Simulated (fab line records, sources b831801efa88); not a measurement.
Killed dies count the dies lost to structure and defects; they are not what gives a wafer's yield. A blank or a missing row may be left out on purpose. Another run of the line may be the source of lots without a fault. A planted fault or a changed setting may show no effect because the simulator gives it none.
Split-lot experiment	flow sky130	on a route of 708 steps: 5 lots, 23 wafers read

== ABOUT THE SPLIT ==
At SKY_METAL4_SPUTTER_03 (material Ti, target thk 5 nm, time 3.3 s), the setting power w was moved away from the recipe's 3000 W on 6 of the 23 wafers read, by -9.3% to +11.9%. The other wafers ran this setting at the recipe's value.

The split's own step is where the reading is taken.

== THE READING ==
Ti_of_METAL4_SPUTTER_03.thk nm (the simulator's own value, which no gauge read), in nm, at SKY_METAL4_SPUTTER_03 (material Ti, target thk 5 nm, time 3.3 s). No usual value for it is given in the file. Here, 17 wafers ran the recipe; their average is 5.037 nm with a standard deviation of 0.11 nm.

wafer	tool, chamber at the split	power w as run, W	against the recipe	Ti_of_METAL4_SPUTTER_03.thk nm, nm	against lot-mates on the recipe
L074.1	pvd sputter-04, -	3357	+11.9%	5.501	+0.598
L074.2	pvd sputter-04, -	3357	+11.9%	5.463	+0.560
L074.3	pvd sputter-04, -	3000	recipe	4.935	-
L074.5	pvd sputter-04, -	3000	recipe	4.878	-
L074.6	pvd sputter-04, -	3000	recipe	4.895	-
L079.2	pvd sputter-01, -	3000	recipe	5.116	-
L079.4	pvd sputter-01, -	3000	recipe	4.954	-
L079.5	pvd sputter-01, -	3000	recipe	5.144	-
L082.1	pvd sputter-01, -	3000	recipe	5.166	-
L082.2	pvd sputter-01, -	3000	recipe	5.146	-
L082.3	pvd sputter-01, -	3000	recipe	4.999	-
L082.4	pvd sputter-01, -	3000	recipe	5.211	-
L082.6	pvd sputter-01, -	3000	recipe	5.14	-
L081.1	pvd sputter-04, -	3341	+11.4%	5.577	+0.577
L081.2	pvd sputter-04, -	3000	recipe	4.992	-
L081.3	pvd sputter-04, -	3000	recipe	5.007	-
L081.4	pvd sputter-04, -	3000	recipe	5.002	-
L081.6	pvd sputter-04, -	3341	+11.4%	5.602	+0.602
L084.1	pvd sputter-01, -	2721	-9.3%	4.705	-0.311
L084.2	pvd sputter-01, -	2721	-9.3%	4.44	-0.576
L084.3	pvd sputter-01, -	3000	recipe	5.142	-
L084.4	pvd sputter-01, -	3000	recipe	5.054	-
L084.6	pvd sputter-01, -	3000	recipe	4.852	-

THE FIT
A straight line over all 23 wafers: Ti_of_METAL4_SPUTTER_03.thk nm changes by +0.0448 nm for each +1% of power w; r = +0.92; the points scatter about the line by 0.11 nm.
The same after taking each lot's own level away (the mean of its wafers on the recipe; 23 wafers): +0.0495 nm for each +1%; r = +0.96; scatter 0.079 nm.
The reading moves by 0.59 nm for the largest change in power w, on that fit.
From 4.9027 to 5.1324 nm: that is the span of the lots' own levels, equal to 2.1 times the standard deviation above.
The two slopes are in agreement: the lot-to-lot level therefore moves the slope only a little.
Check: for one of the wafers moved furthest among these (+11.9%), held out of the fit, the line's prediction against its lot-mates is +0.59 nm. It came out at +0.598 nm against them.

== ADDITIONAL SPLITS CARRIED BY THESE WAFERS ==
These wafers also went through other splits before the reading. Each is held against what the fit with the lots' levels taken away leaves over:
other split on the same wafers	wafers away from the commonest value	r with Ti_of_METAL4_SPUTTER_03.thk nm (lot level and that fit taken away)
SKY_VIA3_ETCH_15 time s	4	-0.51

== FILE'S OWN FIT ==
Ti_of_METAL4_SPUTTER_03.thk nm changes by +0.0496 nm for each +1% of power w, r = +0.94.
